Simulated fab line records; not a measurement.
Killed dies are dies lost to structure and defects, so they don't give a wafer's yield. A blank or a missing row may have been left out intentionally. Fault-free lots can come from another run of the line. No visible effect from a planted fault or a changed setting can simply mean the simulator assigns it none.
A lot that was struck, set against a sound lot || flow sky130 || 17 steps out of a route of 708
Sound: these wafers, L899.2, L899.5, L899.6. Struck: wafers L908.2, L908.4, L908.5. The cause is named last.
At each step with rows: each side's tool, then ch and its chambers, then its first start. Under that, the readings that differ: sound wafers || struck wafers || difference of the means || sigmas: that difference in standard deviations of wafers without a fault.
alike: readings with means less than 2 such deviations apart, plus words and numbers identical on both sides. not compared: withheld readings, readings lacking a value on some wafer, bounds such as >300 that could conceal the same value, and numbers that have no deviation in the record and whose values overlap.
A row with sigmas, a row that says differs or no value, or rows on one side alone: a step with any of these is where the two part. Numbers that have no deviation but don't overlap get no sigmas and don't part them. Lack of a reading on every wafer of one side parts them only where that side has two or more wafers.

first, 9 steps without rows for these wafers: SKY_CAP2M_CLEAN_17 (cleans in O3/DIW); SKY_METAL4_DEHYDRATE_05 (time 60 s); SKY_METAL4_HMDS_06 (prime time 60 s); SKY_METAL4_COAT_07 (resist thk 60 nm); SKY_METAL4_COAT_08 (resist thk 1140 nm); SKY_METAL4_SOFTBAKE_09 (time 90 s); SKY_METAL4_EXPOSE_10 (exposes mask MM4, target cd 300 nm); SKY_METAL4_PEB_11; SKY_METAL4_DEVELOP_12 (develop time 60 s).
SKY_METAL4_CD_MEAS_13 targets a cd of 300 nm.
  struck on cd_sem-01, day 46 08:15; sound on cd_sem-02, day 43 22:28
{"reading": "cd_nm (nm)", "sound": "300.6 300.7 302.6", "struck": "297.3 298.4 299.1", "difference": -3.0, "sigmas": -2}
SKY_METAL4_OVL_MEAS_14:
  struck on overlay-01, day 46 08:22; sound on overlay-01, day 43 22:34
  alike: METAL4_OVL
SKY_METAL4_DESCUM_15: chemistry O2, time 8 s.
  sound on rie_metal-03 ch 0,1, day 43 22:35; struck on rie_metal-01 ch 0,1, day 46 08:23
  alike: drypump_motor_current_A, he_backside_leak_sccm, oes_product_au, temp_c
  not compared: rf_hours_counter_h
SKY_METAL4_ETCH_16: etches BARC in N2/H2, stops on SiO2, time 88.2 s, target depth 60 nm.
  sound on rie_metal-03 ch 0,1, day 43 22:37; struck on rie_metal-01 ch 0,1, day 46 08:25
  no value came back on the struck wafers for any of 7 readings (bias_w (W), chamber_pressure_mTorr (mTorr) and others); on the sound wafers bias_w (W) reads 100.3 100.4 100.1
{"reading": "model.KrF-thick_of_METAL4_COAT_08.thk_nm (nm)", "sound": "1070 1071 1071", "struck": "1120 1118 1118", "difference": "+48", "sigmas": ""}
  not compared: rf_hours_counter_h
SKY_METAL4_ETCH_17: etches SiO2 in C4F8/O2/Ar, stops on TiN, time 3.9 s, target depth 15 nm.
  sound on rie_diel-04 ch 1,2, day 43 22:43; struck on rie_diel-01 ch 0,2,3, day 46 08:31
{"reading": "oes_product_au (a.u.)", "sound": "0.753 0.758 0.767", "struck": "0.373 0.375 0.372", "difference": -0.386, "sigmas": -47}
  alike: bias_w, chamber_pressure_mTorr
SKY_METAL4_METAL_ETCH_18: etches the open film in Cl2/BCl3, stops on SiO2, target depth 845 nm, time 183.1 s.
  sound on rie_metal-02 ch 0,1, day 43 22:44; struck on rie_metal-03 ch 0, day 46 08:35
{"reading": "oes_product_au (a.u.)", "sound": "0.864 0.850 0.868", "struck": "0.370 0.378 0.382", "difference": -0.484, "sigmas": -57}
{"reading": "model.KrF-thick_of_METAL4_COAT_08.thk_nm (nm)", "sound": "528 527.4 517.4", "struck": "565.1 563 567.7", "difference": "+41.0", "sigmas": ""}
  alike: bcl3_flow_sccm, bias_w, drypump_motor_current_A, he_backside_leak_sccm, throttle_valve_pct
  not compared: rf_hours_counter_h
SKY_METAL4_STRIP_19: strips in O2/N2.
  sound on plasma_asher-02 ch 0,1, day 43 22:55; struck on plasma_asher-02 ch 0,1, day 46 08:53
{"reading": "oes_product_au (a.u.)", "sound": "0.500 0.500 0.491", "struck": "0.509 0.515 0.521", "difference": "+0.018", "sigmas": "+3"}
{"reading": "strip_time_to_endpoint_s (s)", "sound": "6.53 6.54 6.45", "struck": "6.91 6.89 6.95", "difference": "+0.41", "sigmas": "+5"}
  alike: drypump_motor_current_A, n2_flow_sccm
  not compared: rf_hours_counter_h
then, 1 step without rows for these wafers: SKY_METAL4_STRIP_20 (strips in post etch residue remover, time 1200 s).

WHERE THEY PART
First at SKY_METAL4_CD_MEAS_13; last, within this record, at SKY_METAL4_STRIP_19.

WHY: the cause the simulator had injected
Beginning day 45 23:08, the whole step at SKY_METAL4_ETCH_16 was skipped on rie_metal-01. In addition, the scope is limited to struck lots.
